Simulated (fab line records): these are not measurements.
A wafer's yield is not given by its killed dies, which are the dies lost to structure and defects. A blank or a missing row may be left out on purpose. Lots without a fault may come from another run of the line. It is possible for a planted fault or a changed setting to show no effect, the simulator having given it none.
Which tool did it? / flow sky130 / Sampling: 12 lots, 35 wafers, 4 of 708 route steps

## WHAT THE GAUGES SHOWED, per wafer
SKY_PASSIVATION_THK_MEAS_03. Usual: PASSIVATION_CVD_02_THK 537 nm, standard deviation 7.8.
lot=L497; measured=day 43 10:59; on=film metro-04; PASSIVATION_CVD_02_THK (nm)=522 533 541; flag=
lot=L499; measured=day 44 07:54; on=film metro-02; PASSIVATION_CVD_02_THK (nm)=538 541 542; flag=
lot=L500; measured=day 44 18:29; on=film metro-04; PASSIVATION_CVD_02_THK (nm)=528 528 529; flag=
lot=L501; measured=day 45 00:21; on=film metro-02; PASSIVATION_CVD_02_THK (nm)=531 535 540; flag=
lot=L505; measured=day 45 22:53; on=film metro-04; PASSIVATION_CVD_02_THK (nm)=532 548 542; flag=
lot=L506; measured=day 46 09:08; on=film metro-02; PASSIVATION_CVD_02_THK (nm)=548 539; flag=
lot=L507; measured=day 46 12:34; on=film metro-04; PASSIVATION_CVD_02_THK (nm)=534 524 533; flag=
lot=L512; measured=day 47 22:29; on=film metro-04; PASSIVATION_CVD_02_THK (nm)=550 551 549; flag=
lot=L515; measured=day 48 08:19; on=film metro-02; PASSIVATION_CVD_02_THK (nm)=527 532 538; flag=
lot=L516; measured=day 48 14:41; on=film metro-02; PASSIVATION_CVD_02_THK (nm)=533 543 547; flag=
lot=L517; measured=day 48 22:07; on=film metro-04; PASSIVATION_CVD_02_THK (nm)=537 539 547; flag=
lot=L519; measured=day 49 07:55; on=film metro-03; PASSIVATION_CVD_02_THK (nm)=536 543 545; flag=

## WHAT TOOL EACH LOT RAN ON (gives the tool, then ch and the chambers of the sampled wafers, and finally the start)
lot=L497; SKY_METAL4_SPUTTER_03=pvd sputter-01, day 39 05:37; SKY_METAL4_STRIP_19=plasma asher-01 ch 0,1, day 41 08:58; SKY_METAL5_DESCUM_14=rie metal-02 ch 0,1, day 43 09:46
lot=L499; SKY_METAL4_SPUTTER_03=pvd sputter-01, day 40 05:27; SKY_METAL4_STRIP_19=plasma asher-01 ch 0,1, day 42 06:35; SKY_METAL5_DESCUM_14=rie metal-02 ch 0,1, day 44 06:32
lot=L500; SKY_METAL4_SPUTTER_03=pvd sputter-03, day 40 16:40; SKY_METAL4_STRIP_19=plasma asher-01 ch 0,1, day 42 17:37; SKY_METAL5_DESCUM_14=rie metal-03 ch 0,1, day 44 17:19
lot=L501; SKY_METAL4_SPUTTER_03=pvd sputter-02, day 40 23:02; SKY_METAL4_STRIP_19=plasma asher-02 ch 0, day 42 22:53; SKY_METAL5_DESCUM_14=rie metal-04 ch 0, day 44 23:07
lot=L505; SKY_METAL4_SPUTTER_03=pvd sputter-03, day 41 23:37; SKY_METAL4_STRIP_19=plasma asher-03 ch 0,1, day 43 23:21; SKY_METAL5_DESCUM_14=rie metal-03 ch 0,1, day 45 21:43
lot=L506; SKY_METAL4_SPUTTER_03=pvd sputter-02, day 42 11:29; SKY_METAL4_STRIP_19=plasma asher-03 ch 0,1, day 44 10:46; SKY_METAL5_DESCUM_14=rie metal-04 ch 0,1, day 46 07:56
lot=L507; SKY_METAL4_SPUTTER_03=pvd sputter-02, day 42 15:39; SKY_METAL4_STRIP_19=plasma asher-03 ch 0,1, day 44 14:19; SKY_METAL5_DESCUM_14=rie metal-03 ch 0,1, day 46 11:04
lot=L512; SKY_METAL4_SPUTTER_03=pvd sputter-01, day 44 06:52; SKY_METAL4_STRIP_19=plasma asher-01 ch 0,1, day 46 03:45; SKY_METAL5_DESCUM_14=rie metal-04 ch 0,1, day 47 21:19
lot=L515; SKY_METAL4_SPUTTER_03=pvd sputter-03, day 44 17:59; SKY_METAL4_STRIP_19=plasma asher-02 ch 0,1, day 46 13:39; SKY_METAL5_DESCUM_14=rie metal-04 ch 0,1, day 48 07:04
lot=L516; SKY_METAL4_SPUTTER_03=pvd sputter-02, day 45 01:23; SKY_METAL4_STRIP_19=plasma asher-02 ch 0,1, day 46 19:41; SKY_METAL5_DESCUM_14=rie metal-03 ch 0,1, day 48 13:31
lot=L517; SKY_METAL4_SPUTTER_03=pvd sputter-03, day 45 10:26; SKY_METAL4_STRIP_19=plasma asher-03 ch 0,1, day 47 04:03; SKY_METAL5_DESCUM_14=rie metal-04 ch 0,1, day 48 20:55
lot=L519; SKY_METAL4_SPUTTER_03=pvd sputter-02, day 45 22:40; SKY_METAL4_STRIP_19=plasma asher-01 ch 0,1, day 47 16:11; SKY_METAL5_DESCUM_14=rie metal-04 ch 0,1, day 49 06:40
- SKY_METAL4_SPUTTER_03: material Ti, target thk 5 nm, time 3.3 s.
- SKY_METAL4_STRIP_19: strips in O2/N2.
- SKY_METAL5_DESCUM_14: chemistry O2, time 11 s.

## AS READ BY THE TOOLS THEMSELVES (means over the sampled wafers that have a number; for cases with no such wafer, the mark the record gives instead)
SKY_METAL4_SPUTTER_03. Usual: chamber pressure pa 0.4000 Pa, standard deviation 0.00078; throttle valve pct 29.9 %, standard deviation 0.83.
lot=L497; tool=pvd sputter-01; chamber pressure pa (Pa)=0.4007; throttle valve pct (%)=29.8; flag=
lot=L499; tool=pvd sputter-01; chamber pressure pa (Pa)=0.4003; throttle valve pct (%)=28.7; flag=
lot=L500; tool=pvd sputter-03; chamber pressure pa (Pa)=0.3994; throttle valve pct (%)=30.1; flag=
lot=L501; tool=pvd sputter-02; chamber pressure pa (Pa)=0.3995; throttle valve pct (%)=30.3; flag=
lot=L505; tool=pvd sputter-03; chamber pressure pa (Pa)=0.3999; throttle valve pct (%)=30.2; flag=
lot=L506; tool=pvd sputter-02; chamber pressure pa (Pa)=0.4001; throttle valve pct (%)=30.0; flag=
lot=L507; tool=pvd sputter-02; chamber pressure pa (Pa)=0.3997; throttle valve pct (%)=29.6; flag=
lot=L512; tool=pvd sputter-01; chamber pressure pa (Pa)=0.4003; throttle valve pct (%)=29.1; flag=
lot=L515; tool=pvd sputter-03; chamber pressure pa (Pa)=0.4002; throttle valve pct (%)=29.5; flag=
lot=L516; tool=pvd sputter-02; chamber pressure pa (Pa)=0.3992; throttle valve pct (%)=29.1; flag=
lot=L517; tool=pvd sputter-03; chamber pressure pa (Pa)=0.4004; throttle valve pct (%)=31.0; flag=
lot=L519; tool=pvd sputter-02; chamber pressure pa (Pa)=0.3993; throttle valve pct (%)=29.6; flag=

SKY_METAL4_STRIP_19. Usual: chamber pressure mTorr 1500.0 mTorr, standard deviation 1.5; drypump motor current A 5.8 A, standard deviation 0.5; oes product au 0.499 a.u., standard deviation 0.0062; strip time to endpoint s 6.46 s, standard deviation 0.11.
lot=L497; tool=plasma asher-01; chamber pressure mTorr (mTorr)=1499.5; drypump motor current A (A)=5.2; oes product au (a.u.)=0.499; strip time to endpoint s (s)=6.50; flag=
lot=L499; tool=plasma asher-01; chamber pressure mTorr (mTorr)=1500.4; drypump motor current A (A)=5.2; oes product au (a.u.)=0.505; strip time to endpoint s (s)=6.59; flag=
lot=L500; tool=plasma asher-01; chamber pressure mTorr (mTorr)=1500.2; drypump motor current A (A)=5.2; oes product au (a.u.)=0.498; strip time to endpoint s (s)=6.56; flag=
lot=L501; tool=plasma asher-02; chamber pressure mTorr (mTorr)=1500.6; drypump motor current A (A)=5.8; oes product au (a.u.)=0.497; strip time to endpoint s (s)=6.45; flag=
lot=L505; tool=plasma asher-03; chamber pressure mTorr (mTorr)=1500.2; drypump motor current A (A)=6.2; oes product au (a.u.)=0.500; strip time to endpoint s (s)=6.50; flag=
lot=L506; tool=plasma asher-03; chamber pressure mTorr (mTorr)=1498.7; drypump motor current A (A)=6.2; oes product au (a.u.)=0.501; strip time to endpoint s (s)=6.45; flag=
lot=L507; tool=plasma asher-03; chamber pressure mTorr (mTorr)=1500.4; drypump motor current A (A)=6.2; oes product au (a.u.)=0.502; strip time to endpoint s (s)=6.52; flag=
lot=L512; tool=plasma asher-01; chamber pressure mTorr (mTorr)=1502.1; drypump motor current A (A)=5.2; oes product au (a.u.)=0.498; strip time to endpoint s (s)=6.46; flag=
lot=L515; tool=plasma asher-02; chamber pressure mTorr (mTorr)=1500.9; drypump motor current A (A)=5.6; oes product au (a.u.)=0.497; strip time to endpoint s (s)=6.42; flag=
lot=L516; tool=plasma asher-02; chamber pressure mTorr (mTorr)=1500.8; drypump motor current A (A)=5.6; oes product au (a.u.)=0.497; strip time to endpoint s (s)=6.42; flag=
lot=L517; tool=plasma asher-03; chamber pressure mTorr (mTorr)=1499.9; drypump motor current A (A)=6.2; oes product au (a.u.)=0.496; strip time to endpoint s (s)=6.50; flag=
lot=L519; tool=plasma asher-01; chamber pressure mTorr (mTorr)=1499.7; drypump motor current A (A)=5.5; oes product au (a.u.)=0.507; strip time to endpoint s (s)=6.53; flag=

SKY_METAL5_DESCUM_14. Usual: chamber pressure mTorr 10.001 mTorr, standard deviation 0.0092; drypump motor current A 5.56 A, standard deviation 0.25; oes product au 1.006 a.u., standard deviation 0.0096.
lot=L497; tool=rie metal-02; chamber pressure mTorr (mTorr)=10.005; drypump motor current A (A)=5.41; oes product au (a.u.)=0.999; flag=
lot=L499; tool=rie metal-02; chamber pressure mTorr (mTorr)=9.999; drypump motor current A (A)=5.41; oes product au (a.u.)=0.997; flag=
lot=L500; tool=rie metal-03; chamber pressure mTorr (mTorr)=9.999; drypump motor current A (A)=5.66; oes product au (a.u.)=1.007; flag=
lot=L501; tool=rie metal-04; chamber pressure mTorr (mTorr)=10.009; drypump motor current A (A)=5.77; oes product au (a.u.)=1.007; flag=
lot=L505; tool=rie metal-03; chamber pressure mTorr (mTorr)=9.997; drypump motor current A (A)=5.70; oes product au (a.u.)=1.014; flag=
lot=L506; tool=rie metal-04; chamber pressure mTorr (mTorr)=10.004; drypump motor current A (A)=5.48; oes product au (a.u.)=1.017; flag=
lot=L507; tool=rie metal-03; chamber pressure mTorr (mTorr)=10.005; drypump motor current A (A)=5.64; oes product au (a.u.)=1.012; flag=
lot=L512; tool=rie metal-04; chamber pressure mTorr (mTorr)=9.999; drypump motor current A (A)=5.37; oes product au (a.u.)=1.014; flag=
lot=L515; tool=rie metal-04; chamber pressure mTorr (mTorr)=10.005; drypump motor current A (A)=5.59; oes product au (a.u.)=1.006; flag=
lot=L516; tool=rie metal-03; chamber pressure mTorr (mTorr)=9.994; drypump motor current A (A)=5.64; oes product au (a.u.)=1.003; flag=
lot=L517; tool=rie metal-04; chamber pressure mTorr (mTorr)=10.005; drypump motor current A (A)=5.57; oes product au (a.u.)=1.007; flag=
lot=L519; tool=rie metal-04; chamber pressure mTorr (mTorr)=10.001; drypump motor current A (A)=5.58; oes product au (a.u.)=0.994; flag=

## THE ANSWER, worked out from the rows above alone
Rule: lot off if the mean of its wafers having a number is beyond 3 standard deviations from the usual mean. Also off: a lot with no number at a reading for which 4 or more lots have one. The other lots that the step has rows for count as sound. The gauges are gone through in route order, then the tools' own readings, and for those a lot's mean is taken as printed above. At the first step where some lot is off, the reading lying furthest off is the one used; lots without a number count as furthest.
Nothing can be told from this: no lot is off at any reading shown.

## WHAT THE SIMULATOR HAD PUT IN
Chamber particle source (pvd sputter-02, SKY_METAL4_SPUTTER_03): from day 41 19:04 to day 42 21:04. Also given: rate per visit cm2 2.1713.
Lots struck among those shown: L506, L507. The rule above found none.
